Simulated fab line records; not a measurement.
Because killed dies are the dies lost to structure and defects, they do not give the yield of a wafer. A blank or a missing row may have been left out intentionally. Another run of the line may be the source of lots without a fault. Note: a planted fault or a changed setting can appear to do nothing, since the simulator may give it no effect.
A lot that was struck, set against a sound lot -- flow sky130 -- 34 out of 708 route steps
Sound: wafers L977.1, L977.2, L977.3. Wafers L968.1, L968.3, L968.4 were the ones struck. The cause is named last.
At each step with rows: each side's tool, then ch and its chambers, then its first start. Under that, the readings that differ: sound wafers -- struck wafers -- difference of the means -- sigmas: that difference in standard deviations of wafers without a fault.
alike: a reading whose means differ by less than 2 such deviations, as well as words and numbers matching on both sides. not compared: withheld readings; readings where some wafer has no value; bounds like >300 that might hide an equal value; numbers whose values overlap and for which the record gives no deviation.
A row with sigmas, a row that says differs or no value, or rows on one side alone: a step with any of these is where the two part. Numbers that have no deviation but don't overlap get no sigmas and don't part them. A reading missing from all wafers of one side parts the sides only when that side holds two or more wafers.

first, 6 steps without rows for these wafers: SKY_METAL5_HMDS_08 (prime time 60 s); SKY_METAL5_COAT_09 (resist thk 1800 nm); SKY_METAL5_SOFTBAKE_10 (time 60 s); SKY_METAL5_EXPOSE_11 (exposes mask MM5, target cd 1600 nm); SKY_METAL5_PEB_12; SKY_METAL5_DEVELOP_13 (develop time 60 s).
SKY_METAL5_DESCUM_14: chemistry O2, time 11 s.
  sound on rieMetal-02 ch 0,1, day 47 14:01; struck on rieMetal-02 ch 0,1, day 45 17:31
  alike: drypumpMotorCurrentA, heBacksideLeakSccm, oesProductAu
  not compared: rfHoursCounterH
SKY_METAL5_METAL_ETCH_15: etches the open film in Cl2/BCl3, stops on SiO2, target depth 1260 nm, time 252 s.
  sound on rieMetal-02 ch 0,1, day 47 14:03; struck on rieMetal-02 ch 0,1, day 45 17:34
  alike: drypumpMotorCurrentA, heBacksideLeakSccm, oesProductAu, throttleValvePct
  not compared: rfHoursCounterH
SKY_METAL5_STRIP_16: strips in O2/N2.
  sound on plasmaAsher-04 ch 0,1, day 47 14:17; struck on plasmaAsher-03 ch 0,1, day 45 17:47
  alike: drypumpMotorCurrentA, oesProductAu, stripTimeToEndpointS
  not compared: rfHoursCounterH
then, 3 steps without rows for these wafers: SKY_METAL5_STRIP_17 (strips in post etch residue remover, time 1200 s); SKY_METAL5_CLEAN_18 (cleans in IPA, time 180 s); SKY_METAL5_CLEAN_19 (cleans in O3/DIW).
SKY_PASSIVATION_CVD_00: deposits SiO2, target thk 90 nm.
  sound on pecvd-01 ch 0,1,2, day 47 14:52; struck on pecvd-01 ch 0,1, day 45 18:31
  no value came back on the struck wafers for heaterPowerOuterW (W), heaterPowerW (W); on the sound wafers heaterPowerOuterW (W) reads 340 366 589
SKY_PASSIVATION_CVD_02: deposits Si3N4, target thk 540 nm.
  sound on pecvd-02 ch 0,1,2, day 47 14:58; struck on pecvd-03 ch 0,1,2, day 45 18:36
  alike: heaterPowerOuterW, heaterPowerW
SKY_PASSIVATION_THK_MEAS_03:
  struck on filmMetro-01, day 45 18:50; sound on filmMetro-02, day 47 15:11
  alike: PASSIVATION_CVD_02_THK
then, 7 steps without rows for these wafers: SKY_PASSIVATION_DEHYDRATE_04 (time 60 s); SKY_PASSIVATION_HMDS_05 (prime time 60 s); SKY_PASSIVATION_COAT_06 (resist thk 3000 nm); SKY_PASSIVATION_SOFTBAKE_07; SKY_PASSIVATION_EXPOSE_08 (exposes mask NSM, target cd 3000 nm); SKY_PASSIVATION_PEB_09; SKY_PASSIVATION_DEVELOP_10 (develop time 60 s).
SKY_PASSIVATION_ETCH_11: etches the open film in CF4/O2, stops on AlCu, target depth 725 nm, time 161.1 s.
  sound on rieDiel-04 ch 0,1,2, day 48 10:43; struck on rieDiel-01 ch 0,1,3, day 46 15:37
reading,sound,struck,difference,sigmas
oesProductAu (a.u.),0.956 0.971 0.975,0.980 0.989 0.993,+0.020,+3
model.PASSIVATION.featureDepthNm (nm),691 694.4 705,713.6 725 725,+24.4,
model.etch.depthNm (nm),691 694.4 705,713.6 725 725,+24.4,
  alike: drypumpMotorCurrentA, throttleValvePct
  not compared: rfHoursCounterH
then, 8 steps without rows for these wafers: SKY_PASSIVATION_STRIP_12 (strips in O2/N2); SKY_PAD_OPEN_DEHYDRATE_00 (time 60 s); SKY_PAD_OPEN_HMDS_01 (prime time 60 s); SKY_PAD_OPEN_COAT_02 (resist thk 3000 nm); SKY_PAD_OPEN_SOFTBAKE_03; SKY_PAD_OPEN_EXPOSE_04 (exposes mask PDM, target cd 60000 nm); SKY_PAD_OPEN_PEB_05; SKY_PAD_OPEN_DEVELOP_06 (develop time 60 s).
SKY_PAD_OPEN_ETCH_07: etches the open film in CF4/O2, stops on AlCu, target depth 725 nm, time 161.1 s.
  sound on rieDiel-03 ch 0,2,3, day 49 05:16; struck on rieDiel-03 ch 0,2,3, day 47 11:46
reading,sound,struck,difference,sigmas
oesProductAu (a.u.),0.967 0.970 0.980,0.988 0.996 0.985,+0.017,+3
model.PAD_OPEN.featureDepthNm (nm),691 694.4 705,725 725 725,+28,
model.etch.depthNm (nm),691 694.4 705,725 725 725,+28,
  alike: drypumpMotorCurrentA, throttleValvePct
  not compared: rfHoursCounterH
SKY_PAD_OPEN_STRIP_08: strips in O2/N2.
  sound on plasmaAsher-01 ch 0,1, day 49 05:22; struck on plasmaAsher-02 ch 0,1, day 47 11:52
  alike: drypumpMotorCurrentA, oesProductAu
  not compared: rfHoursCounterH
SKY_PAD_OPEN_PROBE_99:
  struck on prober-02, day 47 14:05; sound on prober-01, day 49 07:43
  alike: defectLimitedYield, killed_at_M0_to_M3, killed_at_M4_up, killedAtContacts, killedAtFrontEnd, killedAtOther, killedDies, killedOnRim, killedOpen, killedShort, sort_bin_3_pad_short, sort_bin_5_function, sort_bin_6_memory, sortNPass, sortYieldPct

== WHERE THEY PART ==
At SKY_PASSIVATION_CVD_00 first; at SKY_PAD_OPEN_ETCH_07 last (within this record only). Later steps at which nothing parts them and some readings are alike: SKY_PAD_OPEN_STRIP_08, SKY_PAD_OPEN_PROBE_99.

WHY: what the simulator had put in
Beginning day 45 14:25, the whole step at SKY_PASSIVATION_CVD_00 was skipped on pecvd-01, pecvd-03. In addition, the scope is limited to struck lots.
